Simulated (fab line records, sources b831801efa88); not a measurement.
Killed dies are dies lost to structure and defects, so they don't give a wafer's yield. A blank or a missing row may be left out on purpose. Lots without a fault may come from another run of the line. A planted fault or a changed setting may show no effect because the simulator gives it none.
fab line records | flow sfq_line
record lots=6 wafers=18 last_day=83
route steps=325 shown I3@133
lots that met no fault: from a run of the same line without faults
start_h: hours from the record's first day to the start of the lot's first wafer shown | wait_h: hours since the lot's step before | " the same as in the row above | L1.1+2: a row that stands for several wafers | - no value, or no start given | * or withheld: withheld | < > ~ a bound
route shown NAME@n: a module of which the file shows steps, and the number in the route of the first | usual: mean/standard deviation of fault-free wafers | same: alike in all rows | chamber/n: place in a boat | sites: the reading at each site | _std_site: their standard deviation | _edge_site: outer sites' mean less inner sites' | radius_mm: how far each site lies from the wafer's centre | mask NAME#n: copy n | behind: the tool/chamber that last shaped the wafer | hold: why the lot was held/for how many hours/how that ended | device: the transistor (n, p or np) that didn't switch | end of line: the same wafers' tests at the end of the route | a step without rows: its recipe alone | killed: dies lost to structure and defects at the first sort, not the wafer's yield | map: a wafer's dies, x killed, . not, _ none there
set.NAME: the setting as run; set.NAME@STEP: as run at that earlier step | model.NAME: the simulator's own value behind a step, which no gauge read
lots at some steps of the route; a table a step, a row a wafer
services: from which hour (start_h, from the record's first day; less than 0 if before it) a tool's chamber was out of use, for how many hours, and why
## steps
# step SFQ_TRILAYER_I3_DEP_PECVD_081
# recipe material=SiO2 temp_c=150 time_s=111.11 pressure_torr=2.4 rf_w=183.3 precursor=SiH4/N2O target_thk_nm=500
# usual heater_power_w=86/17 throttle_valve_pct=23.9/1.5
# columns lot.wafer tool chamber start_h wait_h heater_power_w since_wet_clean_h throttle_valve_pct
L648.1 pecvd-04 2 864.71 0.0 99 1026 24.8
L648.4 " 2 " " 100 - 24.4
L648.5 " 0 " " 97 - 25.2
L652.2 pecvd-01 2 921.23 0.0 71 343 23.9
L652.3 " 0 " " 63 343 24.2
L652.4 " 1 " " 114 - 25.5
L653.2 pecvd-04 0 933.84 0.0 105 1095 25.5
L653.3 " 1 " " 111 1095 24.4
L653.6 " 1 " " 112 - 24.3
L665.2 pecvd-04 1 1224.47 0.0 111 1386 24.1
L665.3 " 0 " " 91 1386 25.5
L665.5 " 2 " " 102 - 25.0
L668.1 pecvd-01 1 1234.07 0.0 113 656 27.5
L668.3 " 2 " " 79 656 25.0
L668.5 " 1 " " 114 - 27.3
L669.2 pecvd-02 0 1236.47 0.0 79 289 23.1
L669.4 " 2 " " 72 - 23.5
L669.6 " 1 " " 92 - 21.7
# step SFQ_TRILAYER_I3_CMP_CMP_082
# recipe material=SiO2 down_force_psi=3 platen_rpm=60 pad_velocity_m_s=0.94248
# usual motor_current_A=9.3/0.81 time_to_endpoint_s=215/7.9
# columns lot.wafer tool chamber start_h wait_h motor_current_A time_to_endpoint_s
L648.4 cmp-02 2 880.59 15.8 8.2 212
L648.1 " 3 " " 9.4 201
L648.5 " 1 882.09 17.3 9.8 219
L652.2 cmp-01 1 942.99 21.7 8.2 217
L652.4 " 2 " " 10.2 218
L652.3 " 0 944.49 23.2 9.4 213
L653.2 cmp-02 3 954.59 20.7 9.3 202
L653.3 " 1 955.59 21.7 9.9 216
L653.6 " 3 956.59 22.7 9.6 209
L665.2 cmp-01 3 1226.31 1.8 10.8 219
L665.3 " 0 " " 9.7 208
L665.5 " 0 1228.81 4.3 9.0 219
L668.1 cmp-02 1 1234.75 0.6 9.7 210
L668.3 " 2 " " 8.3 211
L668.5 " 1 1236.75 2.6 9.8 224
L669.4 cmp-02 3 1238.75 2.2 9.3 211
L669.2 " 0 " " 8.7 212
L669.6 " 1 " " 10.6 231
# step SFQ_I3_BOW_MEAS_922
# recipe mode=bow
# usual I3_BOW=4/10
# columns lot.wafer tool chamber start_h wait_h I3_BOW[um]
L648.1 film_metro-04 - 882.59 1.0 1
L648.4 " - " " -1
L648.5 " - " " -13
L652.2 film_metro-01 - 946.01 2.5 -5
L652.3 " - " " 4
L652.4 " - " " -1
L653.2 film_metro-02 - 957.61 2.5 -16
L653.3 " - " " -8
L653.6 " - " " -7
L665.2 film_metro-01 - 1229.33 2.5 19
L665.3 " - " " 19
L665.5 " - " " 18
L668.1 film_metro-02 - 1237.75 2.5 2
L668.3 " - " " -1
L668.5 " - " " -9
L669.2 film_metro-01 - 1240.77 1.0 6
L669.4 " - " " 1
L669.6 " - " " 7
# step SFQ_TRILAYER_I3_METRO_MEASURE_083
# usual thk_nm=200.2/1.1
# columns lot.wafer tool chamber start_h wait_h thk_nm
L648.1 film_metro-04 - 882.71 0.1 199.3
L648.4 " - " " 199.2
L648.5 " - " " 199.4
L652.2 film_metro-01 - 946.31 0.3 199.8
L652.3 " - " " 200.6
L652.4 " - " " 199.9
L653.2 film_metro-02 - 957.91 0.3 197.7
L653.3 " - " " 199.5
L653.6 " - " " 198.3
L665.2 film_metro-01 - 1229.63 0.3 201.4
L665.3 " - " " 201.0
L665.5 " - " " 200.0
L668.1 film_metro-02 - 1237.87 0.1 199.6
L668.3 " - " " 200.6
L668.5 " - " " 202.2
L669.2 film_metro-01 - 1241.07 0.3 201.4
L669.4 " - " " 199.1
L669.6 " - " " 201.7
# step SFQ_TRILAYER_I3_VIA_LITHO_COAT_090
# recipe resist=BARC spin_rpm=3000 resist_thk_nm=62
# step SFQ_TRILAYER_I3_VIA_LITHO_COAT_085
# recipe resist=KrF spin_rpm=3000 resist_thk_nm=650
# step SFQ_TRILAYER_I3_VIA_LITHO_SOFTBAKE_089
# recipe temp_c=withheld time_s=withheld resist=KrF
# step SFQ_TRILAYER_I3_VIA_LITHO_EXPOSE_086
# recipe mask_id=I3 na=0.6 source_shape=conventional sigma_outer=0.65 target_cd_nm=500 dose_mj=21.3
# step SFQ_TRILAYER_I3_VIA_LITHO_PEB_088
# recipe peb_temp_c=115 peb_time_s=60 resist=KrF
# step SFQ_TRILAYER_I3_VIA_LITHO_DEVELOP_087
# recipe time_s=60 resist=KrF
# step SFQ_I3_OVL_MEAS_923
# usual I3_OVL=1/5.2
# columns lot.wafer tool chamber start_h wait_h I3_OVL[nm]
L648.1 overlay-01 - 1009.77 0.1 -4
L648.4 " - " " -5
L648.5 " - " " 1
L652.2 overlay-02 - 1075.78 0.1 -5
L652.3 " - " " -10
L652.4 " - " " -5
L653.2 overlay-02 - 1090.18 0.1 0
L653.3 " - " " -4
L653.6 " - " " 4
L665.2 overlay-01 - 1252.38 0.1 2
L665.3 " - " " -3
L665.5 " - " " 4
L668.1 overlay-02 - 1258.18 0.1 0
L668.3 " - " " 5
L668.5 " - " " 6
L669.2 overlay-02 - 1260.58 0.1 0
L669.4 " - " " 4
L669.6 " - " " -2
# step SFQ_TRILAYER_I3_VIA_BARC_OPEN_VIA_ETCH_121
# recipe mask_material=PR chemistry=O2 target_depth_nm=125 target=BARC source_w=500 bias_w=80 pressure_mtorr=30 time_s=41.7
# usual drypump_motor_current_A=5.8/0.52 oes_product_au=0.686/0.0046 rf_fwd_power_W=495.8/2
# columns lot.wafer tool chamber start_h wait_h drypump_motor_current_A oes_product_au rf_fwd_power_W rf_hours_counter_h
L648.1 rie_diel-04 2 1009.81 0.0 6.1 0.676 496.1 2
L648.4 " 0 " " 5.1 0.692 496.4 4
L648.5 " 1 " " 6.0 0.681 497.5 -
L652.2 rie_diel-03 3 1075.81 0.0 5.3 0.687 493.4 8
L652.3 " 2 " " 5.7 0.682 495.2 14
L652.4 " 1 " " 6.7 0.692 496.7 10
L653.2 rie_diel-03 2 1090.21 0.0 5.7 0.686 495.1 15
L653.3 " 1 " " 6.7 0.687 500.1 10
L653.6 " 3 " " 5.3 0.691 496.4 -
L665.2 rie_diel-03 2 1252.41 0.0 5.7 0.679 497.6 17
L665.3 " 0 " " 5.3 0.685 493.3 15
L665.5 " 1 " " 6.7 0.685 494.9 -
L668.1 rie_diel-04 0 1258.21 0.0 5.1 0.689 497.3 8
L668.3 " 1 " " 6.0 0.682 494.6 0
L668.5 " 3 " " 5.6 0.691 494.9 -
L669.2 rie_diel-01 3 1260.61 0.0 5.9 0.687 490.0 5
L669.4 " 0 " " 6.0 0.691 492.1 12
L669.6 " 3 " " 6.0 0.682 492.9 -
# step SFQ_TRILAYER_I3_VIA_ETCH_VIA_ETCH_088
# recipe target=SiO2 stop_on=Nb mask_material=PR taper_deg=20 chemistry=CHF3 target_depth_nm=260 source_w=500 bias_w=80 pressure_mtorr=30 time_s=withheld
# usual drypump_motor_current_A=5.8/0.51 oes_product_au=0.855/0.0054 rf_fwd_power_W=498.2/1.4
# columns lot.wafer tool chamber start_h wait_h drypump_motor_current_A oes_product_au rf_fwd_power_W
L648.1 rie_diel-04 2 1009.85 0.0 6.1 0.854 498.6
L648.4 " 0 " " 5.1 0.850 498.5
L648.5 " 1 " " 6.0 0.852 497.2
L652.2 rie_diel-03 3 1075.85 0.0 5.2 0.853 497.3
L652.3 " 2 " " 5.7 0.858 419.4
L652.4 " 1 " " 6.7 0.854 498.0
L653.2 rie_diel-03 2 1090.25 0.0 5.7 0.842 419.4
L653.3 " 1 " " 6.7 0.850 499.2
L653.6 " 3 " " 5.2 0.852 496.2
L665.2 rie_diel-03 2 1252.45 0.0 5.7 0.856 496.3
L665.3 " 0 " " 5.3 0.857 497.7
L665.5 " 1 " " 6.7 0.860 499.1
L668.1 rie_diel-04 0 1258.25 0.0 5.1 0.854 497.6
L668.3 " 1 " " 6.0 0.862 501.1
L668.5 " 3 " " 5.6 0.858 497.6
L669.2 rie_diel-01 3 1260.65 0.0 5.9 0.858 498.5
L669.4 " 0 " " 6.0 0.847 498.8
L669.6 " 3 " " 6.0 0.845 497.6
# step SFQ_TRILAYER_I3_VIA_STRIP_STRIP_089
# recipe gas=O2 power_w=200 platen_temp_c=40 overash_fraction=0.65 chemistry=O2 pressure_mtorr=50
# usual drypump_motor_current_A=5.6/0.33 oes_product_au=0.991/0.01
# same overash_fraction=0.65
# columns lot.wafer tool chamber start_h wait_h drypump_motor_current_A oes_product_au rf_hours_counter_h
L648.1 rie_metal-01 0 1009.96 - 5.3 0.991 58
L648.4 " 0 " " 5.3 0.978 -
L648.5 " 1 " " 6.1 1.006 -
L652.2 rie_metal-01 1 1075.96 - 6.1 0.994 106
L652.3 " 1 " " 6.1 0.983 -
L652.4 " 0 " " 5.4 0.988 -
L653.2 rie_metal-01 1 1090.36 - 6.1 0.999 108
L653.3 " 1 " " 6.1 0.999 -
L653.6 " 0 " " 5.4 0.993 -
L665.2 rie_metal-01 1 1252.57 - 6.1 0.992 130
L665.3 " 1 " " 6.1 0.992 -
L665.5 " 0 " " 5.3 0.976 -
L668.1 rie_metal-02 0 1258.37 - 5.7 0.992 17
L668.3 " 0 " " 5.6 0.990 -
L668.5 " 1 " " 5.9 0.998 -
L669.2 rie_metal-02 0 1260.77 - 5.6 1.002 17
L669.4 " 0 " " 5.7 0.988 -
L669.6 " 0 " " 5.7 0.988 -
## services
# columns tool chamber start_h hours kind
film_metro-01 - 851.54 0.5 pm
rie_diel-04 3 897.45 1.3 repair
film_metro-01 - 901.91 2.4 pm
film_metro-01 - 947.31 0.8 pm
rie_metal-01 0 966.56 5.8 repair
rie_diel-04 1 980.18 8.9 repair
cmp-02 - 984.59 4.2 pm
rie_diel-04 0 1011.34 9.0 repair
pecvd-04 - 1013.37 6.0 pm
film_metro-01 - 1043.11 1.1 pm
film_metro-01 - 1047.73 0.9 pm
rie_diel-03 - 1079.39 2.8 pm
cmp-02 - 1082.25 5.5 pm
cmp-02 - 1087.75 4.0 pm
cmp-02 - 1087.95 5.0 repair
rie_diel-03 0 1088.58 3.0 repair
cmp-02 - 1091.09 3.0 repair
film_metro-01 - 1096.54 0.4 pm
rie_diel-04 - 1136.22 1.1 repair
rie_metal-01 0 1160.92 49.1 repair
cmp-02 - 1172.41 0.5 repair
rie_metal-01 - 1199.70 14.6 pm
rie_diel-03 - 1207.90 0.5 repair
cmp-02 - 1247.41 0.8 repair
## key
first_sign step=SFQ_TRILAYER_I3_VIA_ETCH_VIA_ETCH_088 reading=rf_fwd_power_W direction=down sigmas=57 usual=498.2 struck=419.4
effect none on later readings
met_at SFQ_TRILAYER_I3_VIA_ETCH_VIA_ETCH_088
struck_wafers L652.3,L653.2
fault kind=process_parameter_drift tool=rie_diel-03 chamber=2 onset_h=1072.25 steps=SFQ_TRILAYER_I3_VIA_ETCH_VIA_ETCH_088 channel=source_w offset=-80 shape=step end_h=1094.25 acts_in=these_recipes_only stated=500
